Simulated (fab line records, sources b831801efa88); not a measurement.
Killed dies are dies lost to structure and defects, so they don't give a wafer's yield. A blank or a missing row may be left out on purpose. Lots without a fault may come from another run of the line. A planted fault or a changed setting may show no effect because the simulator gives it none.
A struck lot beside a sound one | flow gf180mcu | 37 steps out of a route of 602
Sound: wafers L528.2, L528.4, L528.6. Struck: wafer L537.1. (L537.3, L537.5 of the same lot were not struck and are left out.) The cause comes at the end.
At each step with rows: each side's tool, then ch and its chambers, then its first start. Under that, the readings that differ: sound wafers | struck wafers | difference of the means | sigmas: that difference in standard deviations of wafers without a fault.
alike: readings whose means differ by less than 2 such deviations, and words and numbers that are the same on both sides. not compared: withheld readings, readings that some wafer has no value for, bounds like >300 that may hide the same value, and numbers for which the record gives no deviation and whose values overlap.
The two part at a step that has a row with sigmas, a row that says differs or no value, or rows on one side only. Numbers that don't overlap but have no deviation are shown without sigmas and don't part them. A reading that every wafer of one side lacks parts them only if that side has two wafers or more.

first, 2 steps without rows for these wafers: GF_M1_PEB_12 (peb time 90 s); GF_M1_DEVELOP_13 (develop time 60 s).
GF_M1_CD_MEAS_14: target cd 230 nm.
  sound on cd_sem-02, day 16 23:10; struck on cd_sem-02, day 20 15:50
  reading    | sound             | struck | difference | sigmas
  cd_nm (nm) | 228.3 227.2 228.8 | 231.7  | +3.6       | +3
GF_M1_OVL_MEAS_15:
  sound on overlay-02, day 16 23:16; struck on overlay-02, day 20 15:58
  reading     | sound  | struck | difference | sigmas
  M1_OVL (nm) | 4 11 1 | -8     | -13        | -2
GF_M1_METAL_ETCH_16: etches the open film in Cl2/BCl3, stops on SiO2, target depth 750.8 nm, time 125.1 s.
  sound on rie_metal-02 ch 0,1, day 16 23:18; struck on rie_metal-04 ch 1, day 20 16:00
  reading               | sound             | struck | difference | sigmas
  oes_product_au (a.u.) | 0.994 0.983 0.982 | 1.000  | +0.014     | +2
  alike: drypump_motor_current_A, throttle_valve_pct
  not compared: rf_hours_counter_h
then, 4 steps without rows for these wafers: GF_M1_STRIP_17 (strips in O2/N2); GF_M1_STRIP_18 (strips in post etch residue remover, time 1200 s); GF_M1_CLEAN_19 (cleans in DIW); GF_V1_CVD_00 (deposits SiO2, target thk 600 nm, time 100 s).
GF_V1_THK_MEAS_01:
  sound on film_metro-03, day 17 00:05; struck on film_metro-03, day 20 16:44
  alike: V1_CVD_00_THK
GF_V1_CVD_02: deposits SiO2 from TEOS, target thk 850 nm, time 94.851 s.
  sound on pecvd-02 ch 0,1, day 17 00:08; struck on pecvd-01 ch 1, day 20 16:47
  alike: heater_power_w
GF_V1_THK_MEAS_03:
  sound on film_metro-04, day 17 00:13; struck on film_metro-03, day 20 16:52
  reading            | sound       | struck | difference | sigmas
  V1_CVD_02_THK (nm) | 858 870 856 | 831    | -30        | -3
GF_V1_CMP_04: polishes SiO2.
  sound on cmp-02 ch 1,3, day 17 00:25; struck on cmp-02 ch 2, day 20 16:58
  reading                             | sound             | struck | difference | sigmas
  model.SiO2_of_V1_CVD_02.thk_nm (nm) | 632.5 632.1 632.7 | 571.7  | -60.7      |
  alike: motor_current_A, time_to_endpoint_s
GF_V1_BOW_MEAS_05:
  sound on film_metro-04, day 17 00:41; struck on film_metro-01, day 20 17:13
  alike: V1_BOW
then, 8 steps without rows for these wafers: GF_V1_DEHYDRATE_06 (time 60 s); GF_V1_HMDS_07 (prime time 60 s); GF_V1_COAT_08; GF_V1_COAT_09 (resist thk 1000 nm); GF_V1_SOFTBAKE_10 (time 60 s); GF_V1_EXPOSE_11 (exposes mask Via1, target cd 260 nm); GF_V1_PEB_12 (peb time 90 s); GF_V1_DEVELOP_13 (develop time 60 s).
GF_V1_CD_MEAS_14: target cd 260 nm.
  sound on cd_sem-01, day 17 23:40; struck on cd_sem-01, day 21 17:44
  alike: cd_nm
GF_V1_OVL_MEAS_15:
  sound on overlay-02, day 17 23:46; struck on overlay-02, day 21 17:51
  reading     | sound  | struck | difference | sigmas
  V1_OVL (nm) | -1 6 8 | -7     | -11        | -2
then, 1 step without rows for these wafers: GF_V1_ETCH_16 (etches BARC in N2/H2).
GF_V1_ETCH_17: etches SiO2 in C4F8/O2/Ar, stops on TiN, target depth 630 nm.
  sound on rie_diel-01 ch 1,3; struck on rie_diel-01 ch 0
  reading                        | sound             | struck | difference | sigmas
  oes_product_au (a.u.)          | 0.859 0.849 0.855 | 0.802  | -0.052     | -11
  model.V1.feature_depth_nm (nm) | 632.5 632.1 632.7 | 571.7  | -60.7      |
  model.etch.depth_nm (nm)       | 632.5 632.1 632.7 | 571.7  | -60.7      |
GF_V1_STRIP_18: strips in O2/N2.
  sound on plasma_asher-03 ch 0,1, day 17 23:55; struck on plasma_asher-03 ch 0, day 21 18:01
  alike: drypump_motor_current_A, heater_power_w, oes_product_au
  not compared: rf_hours_counter_h
then, 2 steps without rows for these wafers: GF_V1_STRIP_19 (strips in post etch residue remover, time 1200 s); GF_V1_CLEAN_20 (cleans in DIW).
GF_V1_SPUTTER_21: material Ti, target thk 15 nm, time 80.02 s.
  sound on pvd_sputter-01, day 18 00:27; struck on pvd_sputter-01, day 21 18:33
  alike: chamber_pressure_pa, throttle_valve_pct
GF_V1_SPUTTER_22: material TiN, target thk 10 nm, time 40 s.
  sound on pvd_sputter-01, day 18 00:31; struck on pvd_sputter-01, day 21 18:37
  alike: chamber_pressure_pa, throttle_valve_pct
then, 1 step without rows for these wafers: GF_V1_CVD_23 (deposits W, target thk 350 nm, time 105.05 s).
GF_V1_RS_MEAS_24: measures by four-point-probe.
  sound on film_metro-01, day 18 00:42; struck on film_metro-01, day 21 18:46
  alike: V1_W_RS
GF_V1_THK_MEAS_25: measures by xrf.
  sound on film_metro-01, day 18 00:49; struck on film_metro-01, day 21 18:53
  alike: V1_W_THK
GF_V1_CMP_26: polishes, stops on SiO2, t overpolish 15 s, target thk 0 nm.
  sound on cmp-01 ch 1,2, day 18 00:55; struck on cmp-02 ch 3, day 21 18:56
  reading                             | sound             | struck | difference | sigmas
  model.SiO2_of_V1_CVD_02.thk_nm (nm) | 628.7 628.3 628.9 | 567.9  | -60.7      |
  alike: motor_current_A
then, 1 step without rows for these wafers: GF_M2_SPUTTER_00 (material Ti, target thk 37.5 nm, time 150 s).
GF_PASSIVATION_PROBE_99:
  the record has rows for the sound wafers here (prober-01, day 28 19:31) and none for the struck ones

WHERE THEY PART
First at GF_M1_CD_MEAS_14; last, within this record, at GF_PASSIVATION_PROBE_99.

WHY: what the simulator had put in
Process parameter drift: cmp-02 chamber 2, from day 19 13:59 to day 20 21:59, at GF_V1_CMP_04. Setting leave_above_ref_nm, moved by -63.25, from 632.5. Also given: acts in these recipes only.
